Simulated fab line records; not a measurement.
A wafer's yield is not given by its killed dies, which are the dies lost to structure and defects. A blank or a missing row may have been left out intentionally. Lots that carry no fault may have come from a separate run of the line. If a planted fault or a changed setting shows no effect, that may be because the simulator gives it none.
Matching of chambers	flow gf180mcu	cmp-02 running GF_V1_CMP_04: 4 sister chambers
The step polishes SiO2. 4 wafers are shown with their chamber, then 7 later ones without.

EACH WAFER AND ITS CHAMBER
wafer	chamber	motor-current-A (A)
L383.4	0	11.5
L385.1	1	11.5
L392.2	3	10.6
L392.4	2	10.6

WAFERS WITH NO CHAMBER GIVEN
wafer	motor-current-A (A)
L392.6	11.1
L394.1	11.1
L394.4	11.3
L394.5	11.8
L395.2	12.1
L395.3	10.6
L395.6	10.8

EACH ONE'S CHAMBER
wafer	from the rows above	in truth
L392.6	can't be placed: 0 or 1 or 2 or 3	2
L394.1	can't be placed: 0 or 1 or 2 or 3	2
L394.4	can't be placed: 0 or 1 or 2 or 3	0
L394.5	can't be placed: 0 or 1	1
L395.2	can't be placed: 0 or 1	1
L395.3	can't be placed: 2 or 3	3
L395.6	can't be placed: 2 or 3 or 0 or 1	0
Correct placement for 0 of the 7. Can't be placed from these rows: 7 (the true chamber is among the candidates in 7). Wrongly placed: 0.
How it was worked out, from the rows above alone: a wafer's distance from a chamber is the root of the sum, over the readings, of the square of ((its reading less the chamber's mean) divided by the reading's scatter). The wafer belongs to the nearest chamber; if the next one is less than 2 further off, it can't be placed. For every chamber, the mean is computed from those of its wafers that are shown. The scatter (one wafer shown for each chamber): square how far every hidden wafer sits from the nearest shown wafer, average those squares and take the square root.
